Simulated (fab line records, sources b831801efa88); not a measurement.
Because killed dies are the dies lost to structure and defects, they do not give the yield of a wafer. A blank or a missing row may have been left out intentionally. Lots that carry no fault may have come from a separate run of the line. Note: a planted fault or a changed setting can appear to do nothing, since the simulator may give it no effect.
Code-filled problem report in 8D (eight disciplines) form || flow sky130 || the parts of the form that need people (team, actions taken, sign-off) are left out

## 1. WHAT WENT WRONG
SKY_METAL1_SPUTTER_03, cathode-dc-power-W: mean 2711.7 W over 1 wafer from 1 lot; wafers with no fault: 3000.0 W, standard deviation 0.53. That is -99 or more standard deviations from the usual mean.
The step: material Ti, target thk 5 nm, time 3.3 s.
Seen first at day 32 08:59 on pvd-sputter-04, wafer L404.5. The record holds 15 wafers of 5 lots with a number at this step. Rule for "out" (also "out of limits"): further than 4 standard deviations from the usual mean. The rest of the wafers with a number are treated as sound.

## 2. WHAT IT IS, WHAT IT ISN'T
{"question": "which readings at this step", "is": "cathode-dc-power-W", "is not": "throttle-valve-pct"}
{"question": "which lots", "is": "L404", "is not": "L402, L403, L413, L421"}
{"question": "which wafers of those lots", "is": "L404.5", "is not": "L404.3, L404.4"}
{"question": "read on which tools", "is": "pvd-sputter-04", "is not": "pvd-sputter-01, pvd-sputter-02"}
{"question": "when", "is": "from day 32 08:59", "is not": "up to then (8 sound wafers); but 6 sound wafers of L413, L421 came after"}

## 3. SUSPECTS, AND WHAT RULES EACH OUT
Counting: a tool at a process step up to the reading stays a suspect if it ran every lot that is out. Sound lots after the first of them don't rule it out here, since some wafers of a struck lot are sound.
- plasma-asher-01 at SKY_CONTACT_STRIP_19 (strips in O2/N2): kept. The lot that is out, L404, ran on it at day 32 07:43; the last sound lot it ran before that was L403, at day 31 11:35.
- cmp-01 at SKY_CONTACT_CMP_27 (polishes, stops on SiO2, t overpolish 15 s, target thk 0 nm): kept. The lot that is out, L404, ran on it at day 32 08:40; the last sound lot it ran before that was L403, at day 31 12:37.
- pvd-sputter-04 at SKY_METAL1_SPUTTER_01 (material TiN, target thk 20 nm, time 16.7 s): kept. The lot that is out, L404, ran on it at day 32 08:56; the last sound lot it ran before that was L402, at day 31 15:42.
- pvd-sputter-04 at SKY_METAL1_SPUTTER_02 (material AlCu, target thk 250 nm, time 13.3 s): kept. The lot that is out, L404, ran on it at day 32 08:58; the last sound lot it ran before that was L402, at day 31 15:44.
- pvd-sputter-04 at SKY_METAL1_SPUTTER_03 (material Ti, target thk 5 nm, time 3.3 s): kept. The lot that is out, L404, ran on it at day 32 08:59; the last sound lot it ran before that was L402, at day 31 15:45. On those wafers its own readings are out: cathode-dc-power-W.
Left after counting: plasma-asher-01 at SKY_CONTACT_STRIP_19, cmp-01 at SKY_CONTACT_CMP_27, pvd-sputter-04 at SKY_METAL1_SPUTTER_01, pvd-sputter-04 at SKY_METAL1_SPUTTER_02, pvd-sputter-04 at SKY_METAL1_SPUTTER_03.

## 4. THE CAUSE (what the simulator had put in)
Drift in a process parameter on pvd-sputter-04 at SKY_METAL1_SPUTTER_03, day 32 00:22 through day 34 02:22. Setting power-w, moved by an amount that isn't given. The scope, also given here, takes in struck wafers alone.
After counting, 5 suspects remain, this tool included.

## 5. THE EFFECT CHAIN, in route order
Each row: a reading whose mean over the struck wafers that have a number lies more than 3 standard deviations from the usual. Only readings whose record carries a usual standard deviation are examined. hours: median over the lots of the time between each lot's start at the first step of this table that gives one and its start at this step. sigmas: the change, counted in usual standard deviations.
{"hours": 0, "step": "SKY_METAL1_SPUTTER_03", "reading": "cathode-dc-power-W", "usual": "3000.0 W", "on struck wafers": 2711.7, "change": -288.3, "sigmas": "-99 or more"}
The process steps in it:
- SKY_METAL1_SPUTTER_03: material Ti, target thk 5 nm, time 3.3 s.

## 6. WHAT WOULD HAVE CAUGHT IT SOONER
9 hours passed between the start of the fault at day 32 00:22 and the first reading out of limits in this record, taken at day 32 08:59.
